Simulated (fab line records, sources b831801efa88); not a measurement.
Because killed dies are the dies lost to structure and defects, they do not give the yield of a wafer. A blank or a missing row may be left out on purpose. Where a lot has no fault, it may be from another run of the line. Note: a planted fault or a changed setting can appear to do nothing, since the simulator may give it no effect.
Which of the tools did it? | flow gf180mcu | Sampling: 6 lots, 18 wafers, 5 of 602 route steps

== WHAT THE GAUGES READ, wafer by wafer ==
GF_V3_THK_MEAS_01.
lot  | measured     | on           | V3_CVD_00_THK (nm)
L573 | day 22 02:04 | filmMetro-01 | 601 608 590
L576 | day 23 08:25 | filmMetro-04 | 602 599 598
L580 | day 24 17:14 | filmMetro-02 | 595 590 601
L583 | day 25 20:34 | filmMetro-02 | 598 599 598
L588 | day 27 06:55 | filmMetro-02 | 608 611 610
L592 | day 28 05:22 | filmMetro-01 | 304 604 596

== EACH LOT AND THE TOOL THAT RAN IT (in order: tool; ch and the chambers of the sampled wafers; start) ==
lot  | GF_M1_SPUTTER_04            | GF_V1_SPUTTER_21            | GF_M3_SPUTTER_04            | GF_V3_CVD_00
L573 | pvdSputter-01, day 16 19:09 | pvdSputter-01, day 18 19:47 | pvdSputter-01, day 21 01:04 | hdpcvd-01 ch 0,1,2, day 22 01:59
L576 | pvdSputter-01, day 18 02:16 | pvdSputter-02, day 20 05:50 | pvdSputter-03, day 22 09:06 | hdpcvd-02 ch 0,1,2, day 23 08:20
L580 | pvdSputter-03, day 19 13:34 | pvdSputter-04, day 21 15:59 | pvdSputter-03, day 23 18:30 | hdpcvd-02 ch 0,1,2, day 24 17:08
L583 | pvdSputter-01, day 20 19:14 | pvdSputter-01, day 22 20:23 | pvdSputter-01, day 24 21:38 | hdpcvd-02 ch 0,1,2, day 25 20:29
L588 | pvdSputter-01, day 22 10:14 | pvdSputter-02, day 24 10:29 | pvdSputter-01, day 26 09:03 | hdpcvd-02 ch 0,1, day 27 06:49
L592 | pvdSputter-01, day 23 13:17 | pvdSputter-01, day 25 11:02 | pvdSputter-01, day 27 08:42 | hdpcvd-02 ch 0,1,2, day 28 05:17
- GF_M1_SPUTTER_04: material TiN, target thk 50 nm, time 41.7 s.
- GF_V1_SPUTTER_21: material Ti, target thk 15 nm, time 80.02 s.
- GF_M3_SPUTTER_04: material TiN, target thk 50 nm, time 41.7 s.
- GF_V3_CVD_00: deposits SiO2, target thk 600 nm, time 100 s.

== THE ANSWER, worked out from the rows above alone ==
Rule: the lots themselves supply what counts as usual. Put in order of their means at a reading, lots are off if they are a third of the lots or fewer, leave a main group of 4 or more, and stand apart from it by a gap of 3 or more times the standard deviation of the main group's means; of several such gaps the widest counts. The tables above print the reading to a certain number of digits; a main group whose means all agree to those digits is not used. A lot without any number at a reading at which 4 lots or more have one is off too. Any other lot the step has rows for is counted as sound.
Off: L592, seen at GF_V3_THK_MEAS_01 (V3_CVD_00_THK). For the main group the mean is 601 nm and the standard deviation 4.8.
A tool fits if, at a process step before that reading, it ran every lot that is off, and no sound lot after the first of them. The gauges at GF_V3_THK_MEAS_01 are tried like those tools. Can't be told from this: 3 tools fit, pvdSputter-01 at GF_M1_SPUTTER_04 and GF_V1_SPUTTER_21 and GF_M3_SPUTTER_04, hdpcvd-02 at GF_V3_CVD_00, filmMetro-01 at GF_V3_THK_MEAS_01.

== WHAT HAD BEEN PUT IN BY THE SIMULATOR ==
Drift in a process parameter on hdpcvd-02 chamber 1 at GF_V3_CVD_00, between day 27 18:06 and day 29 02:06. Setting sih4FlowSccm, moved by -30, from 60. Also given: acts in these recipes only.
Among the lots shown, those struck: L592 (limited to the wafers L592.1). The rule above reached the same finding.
